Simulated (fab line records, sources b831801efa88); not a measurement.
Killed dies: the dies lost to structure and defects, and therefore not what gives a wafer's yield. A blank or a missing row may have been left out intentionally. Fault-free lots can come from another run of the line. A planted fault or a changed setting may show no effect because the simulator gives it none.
fab line records	flow sky130
[record] lots = 6	wafers = 18	last-day = 49
route steps=708 shown RES_XHIGH@339 SD_N@342 SD_P@359 PAD_OPEN@708
lots that met no fault: taken from a fault-free run of the same line
start-h: the number of hours between the record's first day and the start of the first shown wafer of the lot	wait-h: hours since the lot's step before	" as in the row above	L1.1+2: a single row standing in for several wafers	- value missing, or start not given	* or withheld: withheld	< > ~ a bound
route shown NAME@n: names a module that has steps shown in the file, with the first one's number in the route	usual: mean and standard deviation over wafers with no fault	same: alike in all rows	chamber/n: place in a boat	sites: each site's reading	_std_site: the standard deviation of these	_edge_site: inner sites' mean taken away from outer sites' mean	radius-mm: for every site, how far away it sits from the centre of the wafer	mask NAME#n: copy n	behind: tool/chamber where the wafer was last shaped	hold: what put the lot on hold/how long, in hours/how the hold closed	device: names the non-switching transistor (n, p or np)	end of line: the tests these same wafers got at the end of their route	a step without rows: its recipe alone	killed: the dies lost at the first sort to structure and to defects; this is not the yield of the wafer	map: dies across one wafer; x = killed, . = not, _ = none there
set.NAME: the setting that was run; set.NAME@STEP: the one run at that earlier step	model.NAME: the simulator's own value behind a step, which no gauge read
certain route steps with their lots: each step a table, each wafer a row
services: when a tool's chamber went out of use (start-h, in hours from the record's first day, below 0 if earlier), for how many hours, and the reason
[[steps]]
[step SKY_RES_XHIGH_IMPLANT_07]
[recipe] species = BF2	energy-kev = 20	dose-cm2 = 3.6e+14	tilt-deg = 0
[step SKY_RES_XHIGH_STRIP_08]
[recipe] chemistry = O2/N2	power-w = 1400	pressure-mtorr = 1500	platen-temp-c = withheld	o2-flow-sccm = 3000	n2-flow-sccm = 300	overash-fraction = 0.5
[usual] drypump-motor-current-A = 5.9/0.46	oes-product-au = 0.711/0.0042	strip-time-to-endpoint-s = 14.27/0.044
lot.wafer	tool	chamber	start-h	wait-h	drypump-motor-current-A	oes-product-au	rf-hours-counter-h	strip-time-to-endpoint-s
L863.2	plasma-asher-04	0	651.24	0.1	5.5	0.715	22	14.26
L863.3	"	1	"	"	5.9	0.712	-	14.27
L863.6	"	1	"	"	5.9	0.716	-	14.26
L866.3	plasma-asher-02	1	672.91	0.1	5.1	0.710	-	14.26
L866.5	"	0	"	"	6.6	0.711	-	14.26
L866.6	"	1	"	"	5.1	0.715	-	14.24
L873.1	plasma-asher-04	0	722.54	0.1	5.6	0.713	30	14.24
L873.4	"	1	"	"	5.9	0.714	-	14.28
L873.6	"	0	"	"	5.6	0.715	-	14.25
L875.1	plasma-asher-03	1	743.39	0.1	5.8	0.716	62	14.29
L875.5	"	1	"	"	5.8	0.710	-	14.28
L875.6	"	0	"	"	6.2	0.713	-	14.28
L876.1	plasma-asher-04	0	753.88	0.1	5.6	0.708	33	14.24
L876.3	"	0	"	"	5.6	0.716	-	14.24
L876.5	"	1	"	"	5.9	0.717	-	14.23
L880.2	plasma-asher-02	1	779.34	0.1	5.1	0.705	96	14.22
L880.3	"	0	"	"	6.6	0.706	-	14.17
L880.6	"	0	"	"	6.7	0.713	-	14.21
[step SKY_RES_XHIGH_TW_MEAS_09]
[usual] RES_XHIGH_TW = 1642/23
lot.wafer	tool	chamber	start-h	wait-h	RES_XHIGH_TW
L863.2	film-metro-04	-	651.35	0.1	1675
L863.3	"	-	"	"	1674
L863.6	"	-	"	"	1660
L866.3	film-metro-04	-	673.00	0.1	1659
L866.5	"	-	"	"	1668
L866.6	"	-	"	"	1670
L873.1	film-metro-01	-	722.64	0.1	1632
L873.4	"	-	"	"	1636
L873.6	"	-	"	"	1634
L875.1	film-metro-01	-	743.49	0.1	1628
L875.5	"	-	"	"	1631
L875.6	"	-	"	"	1643
L876.1	film-metro-01	-	753.98	0.1	1628
L876.3	"	-	"	"	1627
L876.5	"	-	"	"	1631
L880.2	film-metro-01	-	779.45	0.1	1645
L880.3	"	-	"	"	1642
L880.6	"	-	"	"	1654
[step SKY_SD_N_DEHYDRATE_00]
[recipe] temp-c = 200	time-s = 60
[step SKY_SD_N_HMDS_01]
[recipe] prime-time-s = 60	prime-temp-c = 120
[step SKY_SD_N_COAT_02]
[recipe] resist = NOVOLAK	spin-rpm = 3000	resist-thk-nm = 1140
[step SKY_SD_N_SOFTBAKE_03]
[recipe] temp-c = 90	time-s = 60	resist = NOVOLAK
[step SKY_SD_N_EXPOSE_04]
[recipe] mask-id = NSDM	na = 0.6	source-shape = conventional	sigma-outer = 0.6	polarization = unpolarized	target-cd-nm = 380	dose-mj = 141
[step SKY_SD_N_PEB_05]
[recipe] temp-c = withheld	time-s = *	resist = NOVOLAK
[step SKY_SD_N_DEVELOP_06]
[recipe] resist = NOVOLAK	developer = TMAH	develop-time-s = 60	dev-temp-c = 23
[step SKY_SD_N_CD_MEAS_07]
[recipe] target-cd-nm = 380
[usual] cd-nm = 379.6/2.4
lot.wafer	tool	chamber	start-h	wait-h	cd-nm
L863.2	cd-sem-02	-	679.51	0.1	377.7
L863.3	"	-	"	"	379.6
L863.6	"	-	"	"	377.3
L866.3	cd-sem-01	-	701.03	0.1	380.0
L866.5	"	-	"	"	378.5
L866.6	"	-	"	"	379.4
L873.1	cd-sem-02	-	749.72	0.1	377.1
L873.4	"	-	"	"	381.0
L873.6	"	-	"	"	376.9
L875.1	cd-sem-02	-	770.74	0.1	379.5
L875.5	"	-	"	"	379.8
L875.6	"	-	"	"	378.5
L876.1	cd-sem-02	-	781.19	0.1	380.7
L876.3	"	-	"	"	382.6
L876.5	"	-	"	"	379.7
L880.2	cd-sem-02	-	804.80	0.1	377.9
L880.3	"	-	"	"	376.9
L880.6	"	-	"	"	379.0
[step SKY_SD_N_OVL_MEAS_08]
[usual] SD_N_OVL = 1.3/1.6
lot.wafer	tool	chamber	start-h	wait-h	SD_N_OVL[nm]
L863.2	overlay-01	-	679.61	0.1	1.9
L863.3	"	-	"	"	-0.4
L863.6	"	-	"	"	0.4
L866.3	overlay-02	-	701.12	0.1	3.2
L866.5	"	-	"	"	3.6
L866.6	"	-	"	"	3.6
L873.1	overlay-01	-	749.84	0.1	4.8
L873.4	"	-	"	"	3.2
L873.6	"	-	"	"	1.5
L875.1	overlay-02	-	770.86	0.1	0.7
L875.5	"	-	"	"	0.6
L875.6	"	-	"	"	1.4
L876.1	overlay-02	-	781.31	0.1	1.7
L876.3	"	-	"	"	1.3
L876.5	"	-	"	"	0.2
L880.2	overlay-01	-	804.90	0.1	-2.5
L880.3	"	-	"	"	-2.7
L880.6	"	-	"	"	-0.6
[step SKY_SD_N_IMPLANT_09]
[recipe] species = As	energy-kev = 50	dose-cm2 = 4e+15	tilt-deg = 0
[usual] beam-on-s = 16.1/0.94	end-station-pressure-torr = 1.48e-05/1e-06	faraday-current-uA = 13564/770	tilt-deg = 0.001/0.021
lot.wafer	tool	chamber	start-h	wait-h	beam-on-s	end-station-pressure-torr	faraday-current-uA	tilt-deg
L863.2	implanter-02	0	679.67	0.0	14.6	1.53e-05	14817	0.004
L863.3	"	0	"	"	15.4	1.5e-05	14098	0.033
L863.6	"	0	"	"	15.7	1.61e-05	13867	-0.001
L866.3	implanter-01	0	701.19	0.1	16.0	1.5e-05	13568	-0.026
L866.5	"	0	"	"	17.3	1.43e-05	12598	0.007
L866.6	"	0	"	"	17.0	1.31e-05	12873	0.008
L873.1	implanter-01	0	749.88	0.0	19.7	5.2e-05	11337	0.011
L873.4	"	0	"	"	19.2	5.6e-05	11677	0.012
L873.6	"	0	"	"	19.0	4.92e-05	11794	-0.007
L875.1	implanter-01	0	770.89	0.0	19.6	5.98e-05	11453	-0.030
L875.5	"	0	"	"	19.5	4.98e-05	11435	0.017
L875.6	"	0	"	"	19.2	5.84e-05	11653	0.001
L876.1	implanter-02	0	781.34	0.0	15.3	1.62e-05	14195	-0.023
L876.3	"	0	"	"	15.3	1.52e-05	14275	-0.020
L876.5	"	0	"	"	14.9	1.49e-05	14641	-0.014
L880.2	implanter-02	0	804.96	0.0	14.6	1.43e-05	14860	-0.042
L880.3	"	0	"	"	15.6	1.59e-05	14012	-0.016
L880.6	"	0	"	"	15.4	1.53e-05	14207	-0.032
[step SKY_SD_N_IMPLANT_10]
[recipe] species = P	energy-kev = 20	dose-cm2 = 1e+14	tilt-deg = 0
[step SKY_SD_N_STRIP_11]
[recipe] chemistry = O2/N2	power-w = 1400	pressure-mtorr = 1500	platen-temp-c = withheld	o2-flow-sccm = 3000	n2-flow-sccm = 300	overash-fraction = 0.5
[usual] drypump-motor-current-A = 5.8/0.51	oes-product-au = 0.528/0.0043	strip-time-to-endpoint-s = 22.55/0.045
lot.wafer	tool	chamber	start-h	wait-h	drypump-motor-current-A	oes-product-au	rf-hours-counter-h	strip-time-to-endpoint-s
L863.2	plasma-asher-01	0	679.94	0.1	5.6	0.529	95	22.61
L863.3	"	1	"	"	5.6	0.528	-	22.62
L863.6	"	1	"	"	5.6	0.524	-	22.62
L866.3	plasma-asher-01	0	701.48	0.1	5.6	0.531	-	22.57
L866.5	"	1	"	"	5.7	0.534	-	22.60
L866.6	"	0	"	"	5.6	0.523	-	22.59
L873.1	plasma-asher-03	1	750.18	0.1	5.8	0.520	63	23.04
L873.4	"	1	"	"	5.8	0.525	-	23.08
L873.6	"	0	"	"	6.2	0.530	-	23.04
L875.1	plasma-asher-01	1	771.19	0.1	5.7	0.522	3	23.02
L875.5	"	0	"	"	5.6	0.518	-	23.03
L875.6	"	1	"	"	5.7	0.518	-	23.00
L876.1	plasma-asher-02	0	781.64	0.1	6.6	0.522	96	22.47
L876.3	"	0	"	"	6.6	0.524	-	22.47
L876.5	"	1	"	"	5.1	0.533	-	22.49
L880.2	plasma-asher-03	0	805.23	0.1	6.2	0.524	68	22.57
L880.3	"	0	"	"	6.2	0.534	-	22.55
L880.6	"	1	"	"	5.8	0.522	-	22.54
[step SKY_SD_N_TW_MEAS_12]
[usual] SD_N_TW = 3998/54
lot.wafer	tool	chamber	start-h	wait-h	SD_N_TW
L863.2	film-metro-02	-	680.05	0.1	3884
L863.3	"	-	"	"	3928
L863.6	"	-	"	"	3918
L866.3	film-metro-02	-	701.56	0.1	3923
L866.5	"	-	"	"	3909
L866.6	"	-	"	"	3920
L873.1	film-metro-04	-	750.28	0.1	4091
L873.4	"	-	"	"	4086
L873.6	"	-	"	"	4066
L875.1	film-metro-01	-	771.29	0.1	4029
L875.5	"	-	"	"	4034
L875.6	"	-	"	"	4027
L876.1	film-metro-02	-	781.74	0.1	3912
L876.3	"	-	"	"	3924
L876.5	"	-	"	"	3908
L880.2	film-metro-01	-	805.34	0.1	4066
L880.3	"	-	"	"	4026
L880.6	"	-	"	"	4012
[step SKY_SD_N_CLEAN_13]
[recipe] chemistry = SC1/SC2	mix = 1:4:20	temp-c = 70	time-s = 150	dry = n2-spin
[step SKY_SD_N_RTA_14]
[recipe] temp-c = 1075	time-s = 2	idle-temp-c = 650	ramp-up-c-per-s = 150	ramp-down-c-per-s = 90	ambient = N2
[usual] lamp-power-pct = 15.74/0.052	wafer_temp_C_max = 1078.1/1.5
lot.wafer	tool	chamber	start-h	wait-h	lamp-power-pct	wafer_temp_C_max
L863.2	rtp-anneal-01	0	680.17	0.0	15.79	1077.2
L863.3	"	0	"	"	15.73	1077.1
L863.6	"	0	"	"	15.71	1076.5
L866.3	rtp-anneal-02	0	701.67	0.0	15.77	1078.9
L866.5	"	0	"	"	15.74	1075.9
L866.6	"	0	"	"	15.75	1077.5
L873.1	rtp-anneal-01	0	750.40	0.0	15.73	1077.6
L873.4	"	0	"	"	15.74	1078.5
L873.6	"	0	"	"	15.62	1079.1
L875.1	rtp-anneal-01	0	771.40	0.0	15.83	1077.2
L875.5	"	0	"	"	15.72	1078.3
L875.6	"	0	"	"	15.70	1078.8
L876.1	rtp-anneal-02	0	781.86	0.0	15.82	1077.9
L876.3	"	0	"	"	15.81	1078.6
L876.5	"	0	"	"	15.76	1077.9
L880.2	rtp-anneal-02	0	805.45	0.0	15.75	1076.4
L880.3	"	0	"	"	15.78	1078.8
L880.6	"	0	"	"	15.74	1075.4
[step SKY_SD_N_RS_MEAS_16]
[recipe] thk-meas-gauge = four-point-probe
[usual] SD_N_RS = 68.55/0.11
lot.wafer	tool	chamber	start-h	wait-h	hold	SD_N_RS[ohm/sq]
L863.2	film-metro-01	-	680.35	0.1	-	68.75
L863.3	"	-	"	"	-	68.50
L863.6	"	-	"	"	-	68.60
L866.3	film-metro-02	-	701.87	0.1	-	68.48
L866.5	"	-	"	"	-	68.49
L866.6	"	-	"	"	-	68.63
L873.1	film-metro-02	-	750.57	0.1	await-dispo/0.2h/release	67.56
L873.4	"	-	"	"	await-dispo/0.2h/release	67.54
L873.6	"	-	"	"	await-dispo/0.2h/release	67.42
L873.1	film-metro-02	-	750.93	0.3	-	67.56
L873.4	"	-	"	"	-	67.35
L873.6	"	-	"	"	-	67.42
L875.1	film-metro-01	-	771.58	0.1	await-dispo/0.2h/release	67.60
L875.5	"	-	"	"	await-dispo/0.2h/release	67.63
L875.6	"	-	"	"	await-dispo/0.2h/release	67.48
L875.1	film-metro-01	-	771.94	0.3	-	67.52
L875.5	"	-	"	"	-	67.42
L875.6	"	-	"	"	-	67.51
L876.1	film-metro-01	-	782.04	0.1	-	68.59
L876.3	"	-	"	"	-	68.66
L876.5	"	-	"	"	-	68.73
L880.2	film-metro-02	-	805.64	0.1	-	68.37
L880.3	"	-	"	"	-	68.54
L880.6	"	-	"	"	-	68.51
[step SKY_SD_N_RS_MEAS_17]
[recipe] thk-meas-gauge = four-point-probe
[usual] SD_P_RS = 147.1/0.33
lot.wafer	tool	chamber	start-h	wait-h	hold	SD_P_RS[ohm/sq]
L863.2	film-metro-01	-	680.47	0.1	-	147.1
L863.3	"	-	"	"	-	147.0
L863.6	"	-	"	"	-	146.6
L866.3	film-metro-02	-	701.99	0.1	-	146.5
L866.5	"	-	"	"	-	146.8
L866.6	"	-	"	"	-	147.2
L873.1	film-metro-02	-	755.28	4.3	await-dispo/4.2h/release	147.2
L873.4	"	-	"	"	await-dispo/4.2h/release	146.8
L873.6	"	-	"	"	await-dispo/4.2h/release	147.2
L875.1	film-metro-01	-	774.10	2.1	await-dispo/2.0h/release	147.4
L875.5	"	-	"	"	await-dispo/2.0h/release	147.1
L875.6	"	-	"	"	await-dispo/2.0h/release	146.9
L876.1	film-metro-01	-	782.16	0.1	-	146.9
L876.3	"	-	"	"	-	147.1
L876.5	"	-	"	"	-	146.8
L880.2	film-metro-02	-	805.76	0.1	-	147.0
L880.3	"	-	"	"	-	146.9
L880.6	"	-	"	"	-	147.2
[step SKY_PAD_OPEN_PROBE_99]
[usual] killed_at_M0_to_M3 = 43/7.3	killed_at_M4_up = 3.1/1.7	killed-at-contacts = 25/5.3	killed-at-front-end = 14/4.1	killed-at-other = 0.3/0.56	killed-dies = 85/9.4	killed-open = 46/7.4	killed-short = 38/5.8
[same] gross-dies = 492	killed-at-back-side = 0
lot.wafer	tool	chamber	start-h	wait-h	killed_at_M0_to_M3	killed_at_M4_up	killed-at-contacts	killed-at-front-end	killed-at-other	killed-dies	killed-open	killed-short	model.etest.res-ndiff-hv.rs-ohm-sq	model.etest.res-ndiff.rs-ohm-sq
L863.2	prober-01	-	1102.56	0.1	50	1	26	17	0	94	50	44	116.5	121.7
L863.3	prober-01	-	1102.61	0.2	45	2	34	11	0	92	56	36	115.2	121.3
L863.6	prober-01	-	1102.76	0.2	37	4	30	15	0	86	57	29	115.9	121.2
L866.3	prober-01	-	1118.25	0.2	43	2	30	10	0	85	49	36	113.8	120
L866.5	prober-01	-	1118.35	0.2	51	3	14	17	0	85	42	43	115.1	121.4
L866.6	prober-01	-	1118.40	0.2	39	5	16	26	1	87	49	37	114.3	120.7
L873.1	prober-02	-	1150.89	0.1	41	8	31	21	0	101	58	43	109.9	116.2
L873.4	prober-02	-	1151.04	0.2	41	4	27	17	1	90	45	45	109.2	116.2
L873.6	prober-02	-	1151.14	0.2	39	5	22	15	0	81	39	42	110.8	116.2
L875.1	prober-02	-	1163.15	0.1	48	5	17	15	0	85	53	32	110.3	116.7
L875.5	prober-02	-	1163.35	0.2	43	2	33	24	0	102	58	43	110.5	116.3
L875.6	prober-02	-	1163.40	0.2	44	2	29	29	1	105	60	42	110.4	115.7
L876.1	prober-01	-	1169.31	0.1	47	4	23	9	0	83	43	39	114.1	121.8
L876.3	prober-01	-	1169.41	0.2	36	1	27	16	1	81	44	37	115.2	120.9
L876.5	prober-01	-	1169.51	0.2	42	2	24	13	0	81	40	41	113.9	120.6
L880.2	prober-01	-	1185.35	0.1	32	2	28	14	0	76	40	36	109.9	117.1
L880.3	prober-01	-	1185.40	0.2	26	1	17	17	0	61	33	28	109.6	116.1
L880.6	prober-01	-	1185.55	0.2	47	6	27	15	0	95	54	41	111.6	117
// killed by level:class
L863.2 VIA1:geometric-particle:open=14 CONTACT:geometric-particle:open=10 METAL1:geometric-particle:short=6 VIA1:geometric-particle:short=6 VIA2:geometric-particle:open=6 VIA3:geometric-particle:short=6 FIELD_ISO:geometric-particle:open=5 LI_CONTACT:geometric-particle:short=5
L863.3 LI_CONTACT:geometric-particle:open=14 VIA3:geometric-particle:open=10 VIA1:geometric-particle:short=7 VIA1:geometric-particle:open=7 LI_CONTACT:geometric-particle:short=6 VIA2:geometric-particle:open=6 CONTACT:geometric-particle:open=5 CONTACT:geometric-particle:short=4
L863.6 CONTACT:geometric-particle:open=11 LI_CONTACT:geometric-particle:open=10 VIA1:geometric-particle:open=10 VIA3:geometric-particle:open=7 METAL1:geometric-particle:short=5 FIELD_ISO:geometric-particle:open=4 POLY_GATE:geometric-particle:open=4 VIA2:geometric-particle:open=4
L866.3 CONTACT:geometric-particle:open=14 VIA1:geometric-particle:open=11 VIA3:geometric-particle:open=7 LI_CONTACT:geometric-particle:open=5 LI_CONTACT:geometric-particle:short=5 CONTACT:geometric-particle:short=5 METAL1:geometric-particle:short=5 VIA2:geometric-particle:open=5
L866.5 VIA3:geometric-particle:open=8 VIA1:geometric-particle:short=7 METAL1:geometric-particle:short=7 VIA2:geometric-particle:open=7 VIA1:geometric-particle:open=6 POLY_GATE:geometric-particle:open=5 FIELD_ISO:geometric-particle:open=4 FIELD_ISO:geometric-particle:short=4
L866.6 VIA1:geometric-particle:open=10 FIELD_ISO:geometric-particle:open=9 VIA2:geometric-particle:open=9 CONTACT:geometric-particle:open=6 FIELD_ISO:geometric-particle:short=5 METAL1:geometric-particle:short=5 POLY_GATE:geometric-particle:open=4 METAL2:geometric-particle:short=4
L873.1 VIA1:geometric-particle:open=19 CONTACT:geometric-particle:open=13 LI_CONTACT:geometric-particle:open=7 METAL4:geometric-particle:short=7 FIELD_ISO:geometric-particle:short=6 METAL1:geometric-particle:short=6 FIELD_ISO:geometric-particle:open=5 POLY_GATE:geometric-particle:short=5
L873.4 VIA1:geometric-particle:open=13 CONTACT:geometric-particle:open=9 CONTACT:geometric-particle:short=6 METAL1:geometric-particle:short=6 VIA1:geometric-particle:short=6 POLY_GATE:geometric-particle:short=5 LI_CONTACT:geometric-particle:open=5 LI_CONTACT:geometric-particle:short=4
L873.6 VIA3:geometric-particle:open=8 LOCAL_INTERCONNECT:geometric-particle:short=7 LI_CONTACT:geometric-particle:open=6 VIA1:geometric-particle:open=6 METAL1:geometric-particle:short=6 POLY_GATE:geometric-particle:short=5 METAL2:geometric-particle:short=5 POLY_GATE:geometric-particle:open=4
L875.1 VIA3:geometric-particle:open=11 VIA2:geometric-particle:open=10 VIA1:geometric-particle:open=9 CONTACT:geometric-particle:open=8 POLY_GATE:geometric-particle:open=6 FIELD_ISO:geometric-particle:open=5 VIA1:geometric-particle:short=5 METAL4:geometric-particle:short=5
L875.5 VIA1:geometric-particle:open=13 CONTACT:geometric-particle:open=11 LI_CONTACT:geometric-particle:open=10 POLY_GATE:geometric-particle:short=7 POLY_GATE:geometric-particle:open=7 FIELD_ISO:geometric-particle:short=5 CONTACT:geometric-particle:short=5 VIA2:geometric-particle:open=5
L875.6 VIA1:geometric-particle:open=13 POLY_GATE:geometric-particle:open=11 POLY_GATE:geometric-particle:short=8 LI_CONTACT:geometric-particle:open=8 VIA2:geometric-particle:open=8 CONTACT:geometric-particle:open=7 VIA3:geometric-particle:open=5 METAL3:geometric-particle:short=5
L876.1 CONTACT:geometric-particle:open=12 VIA1:geometric-particle:open=10 VIA2:geometric-particle:open=8 LI_CONTACT:geometric-particle:open=6 METAL1:geometric-particle:short=6 FIELD_ISO:geometric-particle:short=5 VIA2:geometric-particle:short=5 VIA3:geometric-particle:short=5
L876.3 VIA1:geometric-particle:open=13 LI_CONTACT:geometric-particle:open=8 CONTACT:geometric-particle:open=7 LOCAL_INTERCONNECT:geometric-particle:short=6 FIELD_ISO:geometric-particle:short=5 POLY_GATE:geometric-particle:short=5 VIA3:geometric-particle:open=4 CONTACT:geometric-particle:short=4
L876.5 CONTACT:geometric-particle:open=12 VIA3:geometric-particle:open=10 VIA1:geometric-particle:open=8 METAL1:geometric-particle:short=7 LOCAL_INTERCONNECT:geometric-particle:short=6 METAL2:geometric-particle:short=5 FIELD_ISO:geometric-particle:short=4 POLY_GATE:geometric-particle:short=4
L880.2 CONTACT:geometric-particle:open=10 LI_CONTACT:geometric-particle:open=8 METAL1:geometric-particle:short=8 VIA2:geometric-particle:open=7 VIA1:geometric-particle:open=6 VIA1:geometric-particle:short=5 POLY_GATE:geometric-particle:short=5 CONTACT:geometric-particle:short=5
L880.3 POLY_GATE:geometric-particle:open=9 CONTACT:geometric-particle:open=6 METAL1:geometric-particle:short=6 VIA3:geometric-particle:open=5 CONTACT:geometric-particle:short=4 VIA1:geometric-particle:open=4 LI_CONTACT:geometric-particle:short=3 FIELD_ISO:geometric-particle:short=2
L880.6 VIA1:geometric-particle:open=13 VIA2:geometric-particle:open=10 CONTACT:geometric-particle:open=9 LI_CONTACT:geometric-particle:open=7 VIA2:geometric-particle:short=7 METAL1:geometric-particle:short=6 CONTACT:geometric-particle:short=6 POLY_GATE:geometric-particle:short=4
[[services]]
tool	chamber	start-h	hours	kind
plasma-asher-04	-	633.65	2.2	repair
implanter-02	-	635.15	2.2	repair
plasma-asher-01	-	658.80	6.4	repair
plasma-asher-04	-	672.88	0.8	repair
implanter-01	-	681.24	3.6	pm
implanter-01	-	686.05	5.8	repair
plasma-asher-02	-	691.11	3.1	repair
rtp-anneal-01	-	700.45	2.7	pm
plasma-asher-02	-	711.83	2.7	repair
plasma-asher-01	-	733.75	9.0	pm
plasma-asher-01	0	733.75	9.0	vent-cycle
plasma-asher-01	1	733.75	9.0	vent-cycle
plasma-asher-01	0	742.75	-	clean
plasma-asher-01	1	742.75	-	clean
rtp-anneal-02	-	748.81	4.7	pm
plasma-asher-03	-	753.02	3.6	repair
plasma-asher-02	-	772.49	0.9	repair
plasma-asher-04	-	775.43	4.1	repair
[[key]]
[first-sign] step = SKY_SD_N_IMPLANT_09	reading = end-station-pressure-torr	direction = up	sigmas = 38	usual = 1.48e-05	struck = 5.42e-05
[effect] step = SKY_SD_N_IMPLANT_09	reading = beam-on-s	direction = up	sigmas = 3.5	usual = 16.1	struck = 19.4
[effect] step = SKY_SD_N_STRIP_11	reading = strip-time-to-endpoint-s	direction = up	sigmas = 11	usual = *	struck = *
[effect] step = SKY_SD_N_RS_MEAS_16	reading = visit	direction = added
[effect] step = SKY_SD_N_RS_MEAS_16	reading = SD_N_RS	direction = down	sigmas = 8.9	usual = 68.55	struck = 67.54
[model-effect] step = SKY_PAD_OPEN_PROBE_99	value = etest.res-ndiff-hv.rs-ohm-sq	without = 114	struck = 110.2
met-at SKY_SD_N_IMPLANT_09
struck-wafers L873.1,L873.4,L873.6,L875.1,L875.5,L875.6
tester-left-out L873,L875
onset-between 701.19 749.88
[fault] kind = process-parameter-drift	tool = implanter-01	chamber = -	onset-h = 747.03	steps = SKY_SD_N_IMPLANT_09	channel = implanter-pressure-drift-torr	offset = 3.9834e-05	shape = step	end-h = 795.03
[fault] kind = process-parameter-drift	tool = implanter-01	chamber = -	onset-h = 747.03	steps = SKY_SD_N_IMPLANT_09	channel = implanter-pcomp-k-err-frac	offset = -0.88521	shape = step	end-h = 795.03
// tester-left-out: of these lots the tester's yield and bins aren't shown, on N5 and GAA mostly nor the transistor test; their killed dies are dies lost to structure and defects alone, not to doping, threshold or leakage, so they don't give the yield
